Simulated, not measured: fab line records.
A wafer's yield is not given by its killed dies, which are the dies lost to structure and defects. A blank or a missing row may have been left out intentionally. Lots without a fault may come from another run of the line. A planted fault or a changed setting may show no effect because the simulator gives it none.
Which tool did it?	flow gf180mcu	14 lots, 42 wafers sampled, at 4 steps of a route of 602

## WHAT THE GAUGES SHOWED, per wafer
GF_VT_IMPLANT_RS_MEAS_48: measurement is done with a four-point probe. Usual: LVPWELL_RS gives 1197 ohm/sq (standard deviation 3.2).
lot	measured	on	LVPWELL_RS (ohm/sq)	flag
L694	day 7 14:26	film-metro-03	1198 1194 1195	
L695	day 7 19:01	film-metro-03	1196 1195 1197	
L696	day 8 04:11	film-metro-03	1198 1199 1196	
L697	day 8 11:13	film-metro-03	1191 1193 1189	
L700	day 9 10:19	film-metro-03	1193 1198 1198	
L701	day 9 22:41	film-metro-03	1194 1195 1194	
L703	day 10 04:44	film-metro-03	1192 1198 1200	
L704	day 10 11:53	film-metro-03	1199 1196 1194	
L707	day 11 07:41	film-metro-03	1158 1162 1161	OFF
L711	day 12 11:20	film-metro-01	1168 1162 1156	OFF
L713	day 13 01:04	film-metro-01	1194 1195 1192	
L714	day 13 10:20	film-metro-03	1199 1198 1203	
L715	day 13 11:52	film-metro-01	1197 1197 1199	
L716	day 13 18:22	film-metro-01	1197 1194 1197	

GF_SALICIDE_RS_MEAS_04: measurement is done with a four-point probe. Usual: SALICIDE_TIN_RS gives 16.5 ohm/sq (standard deviation 0.35).
lot	measured	on	SALICIDE_TIN_RS (ohm/sq)	flag
L694	day 15 07:49	film-metro-03	16.3 16.7 16.8	
L695	day 15 14:38	film-metro-01	16.5 17.0 17.3	
L696	day 15 23:33	film-metro-02	16.9 17.3 17.2	
L697	day 16 07:40	film-metro-03	16.6 16.7 16.3	
L700	day 17 15:10	film-metro-02	16.6 16.2 16.5	
L701	day 18 03:41	film-metro-03	17.1 17.0 17.0	
L703	day 18 15:07	film-metro-03	16.8 16.1 16.0	
L704	day 18 23:31	film-metro-01	16.3 16.8 16.8	
L707	day 20 02:24	film-metro-02	16.7 16.6 16.6	
L711	day 21 11:29	film-metro-01	16.5 16.4 16.4	
L713	day 22 01:26	film-metro-03	16.5 16.4 16.4	
L714	day 22 16:26	film-metro-02	16.3 16.4 16.2	
L715	day 22 16:43	film-metro-03	16.7 16.8 16.8	
L716	day 23 03:00	film-metro-02	15.9 16.2 16.1	

## WHICH TOOL RAN EACH LOT (tool, then ch and the chambers of the sampled wafers, then the start)
lot	GF_LVPWELL_IMPLANT_08	GF_SALICIDE_SPUTTER_02
L694	implanter-04 ch 0, day 3 22:17	pvd-sputter-03, day 15 07:46
L695	implanter-04 ch 0, day 4 00:28	pvd-sputter-02, day 15 14:35
L696	implanter-01 ch 0, day 4 07:58	pvd-sputter-03, day 15 23:29
L697	implanter-04 ch 0, day 4 13:34	pvd-sputter-01, day 16 07:37
L700	implanter-04 ch 0, day 5 09:34	pvd-sputter-02, day 17 15:07
L701	implanter-03 ch 0, day 5 19:50	pvd-sputter-03, day 18 03:37
L703	implanter-01 ch 0, day 6 00:15	pvd-sputter-01, day 18 15:04
L704	implanter-04 ch 0, day 6 05:40	pvd-sputter-01, day 18 23:28
L707	implanter-03 ch 0, day 6 23:09	pvd-sputter-03, day 20 02:21
L711	implanter-03 ch 0, day 7 21:32	pvd-sputter-01, day 21 11:26
L713	implanter-01 ch 0, day 8 09:12	pvd-sputter-03, day 22 01:22
L714	implanter-04 ch 0, day 8 18:35	pvd-sputter-01, day 22 16:22
L715	implanter-01 ch 0, day 8 19:31	pvd-sputter-03, day 22 16:40
L716	implanter-04 ch 0, day 9 00:27	pvd-sputter-03, day 23 02:55
- GF_LVPWELL_IMPLANT_08
- GF_SALICIDE_SPUTTER_02: material Co, target thk 10 nm, time 20 s.

## WHAT THE TOOLS THEMSELVES READ (means of the sampled wafers that have a number; where no wafer has one, the mark that the record gives instead)
GF_LVPWELL_IMPLANT_08. Usual: 169.99 for beam-energy-keV, sd 0.046.
lot	tool	beam-energy-keV	flag
L694	implanter-04	170.00	
L695	implanter-04	169.93	
L696	implanter-01	170.00	
L697	implanter-04	169.97	
L700	implanter-04	170.05	
L701	implanter-03	170.02	
L703	implanter-01	169.96	
L704	implanter-04	170.08	
L707	implanter-03	198.86	OFF
L711	implanter-03	198.89	OFF
L713	implanter-01	170.00	
L714	implanter-04	169.95	
L715	implanter-01	170.01	
L716	implanter-04	169.97	

GF_SALICIDE_SPUTTER_02. Usual: 29.9 % for throttle-valve-pct, sd 1.1.
lot	tool	throttle-valve-pct (%)	flag
L694	pvd-sputter-03	29.1	
L695	pvd-sputter-02	29.8	
L696	pvd-sputter-03	29.8	
L697	pvd-sputter-01	29.8	
L700	pvd-sputter-02	29.6	
L701	pvd-sputter-03	29.8	
L703	pvd-sputter-01	30.3	
L704	pvd-sputter-01	29.9	
L707	pvd-sputter-03	29.3	
L711	pvd-sputter-01	30.3	
L713	pvd-sputter-03	30.6	
L714	pvd-sputter-01	29.0	
L715	pvd-sputter-03	28.7	
L716	pvd-sputter-03	29.7	

## THE ANSWER, worked out from the rows above alone
Rule: take the mean of a lot's wafers that have a number; if it is more than 3 standard deviations from the usual mean, the lot is off. A lot without any number at a reading at which 4 lots or more have one is off too. Where the step has rows for the other lots, those lots are counted as sound. Order of review: gauges by route order, followed by the tools' own readings, for which a lot's mean as printed above is used. At the first step where some lot is off, the reading lying furthest off is the one used; lots without a number count as furthest.
Off: at GF_VT_IMPLANT_RS_MEAS_48 (LVPWELL_RS), L707, L711.
A tool fits if, at a process step before that reading, it ran every lot that is off, and no sound lot after the first of them. Not tried: the gauges at GF_VT_IMPLANT_RS_MEAS_48; whatever is off there is also off at GF_LVPWELL_IMPLANT_08, on other tools, and gauge error can't account for it. One fits: implanter-03 at GF_LVPWELL_IMPLANT_08. A fault onset in the window from L701 (day 5 19:50, its last sound lot) to L707 (day 6 23:09, its first lot off) fits.
On the lots that are off, the tool's own readings at GF_LVPWELL_IMPLANT_08 differ by more than 5 times the standard deviation of the sound lots' means, which bears it out; beam-energy-keV reads 198.88 there versus 170.00 on the sound lots.

## WHAT THE SIMULATOR HAD PUT IN
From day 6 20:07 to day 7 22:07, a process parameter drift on implanter-03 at GF_LVPWELL_IMPLANT_08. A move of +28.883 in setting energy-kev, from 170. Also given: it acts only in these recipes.
Lots struck among those shown: L707, L711. Same finding as the rule above.
